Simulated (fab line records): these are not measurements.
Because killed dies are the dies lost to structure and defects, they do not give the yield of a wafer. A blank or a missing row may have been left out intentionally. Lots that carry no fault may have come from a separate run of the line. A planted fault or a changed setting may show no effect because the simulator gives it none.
Chamber matching | flow gf180mcu | pecvd-04 running GF_V3_CVD_02: 3 sister chambers
The step deposits SiO2 from TEOS, target thk 850 nm, time 94.851 s. 3 wafers are shown with their chamber, then 11 later ones without.

WAFERS PAIRED WITH THEIR CHAMBERS
wafer  | chamber | heater-power-w (W)
L081.6 | 2       | 640
L084.5 | 1       | 735
L085.1 | 0       | 659

WAFERS MISSING THEIR CHAMBER
wafer  | heater-power-w (W)
L085.2 | 741
L085.4 | 762
L086.3 | 610
L086.5 | 791
L086.6 | 673
L088.1 | 792
L088.2 | 754
L088.3 | 625
L090.2 | 746
L090.3 | 807
L090.5 | 703

THE CHAMBER EACH PASSED THROUGH
wafer  | from the rows above          | in truth
L085.2 | 1                            | 1
L085.4 | 1                            | 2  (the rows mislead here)
L086.3 | can't be placed: 2 or 0      | 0
L086.5 | 1                            | 1
L086.6 | can't be placed: 0 or 2 or 1 | 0
L088.1 | 1                            | 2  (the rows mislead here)
L088.2 | 1                            | 1
L088.3 | can't be placed: 2 or 0      | 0
L090.2 | 1                            | 1
L090.3 | 1                            | 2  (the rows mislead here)
L090.5 | can't be placed: 1 or 0 or 2 | 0
Correct placement for 4 of the 11. Can't be placed from these rows: 4 (the true chamber is among the candidates in 4). Wrongly placed: 3.
How it was worked out, from the rows above alone: a wafer's distance from a chamber is the root of the sum, over the readings, of the square of ((its reading less the chamber's mean) divided by the reading's scatter). If the next closest chamber is less than 2 further off than the closest, the wafer can't be placed; otherwise it belongs to the closest. The mean given for a chamber averages the wafers shown for that chamber. The scatter (one wafer shown for each chamber): square how far every hidden wafer sits from the nearest shown wafer, average those squares and take the square root.
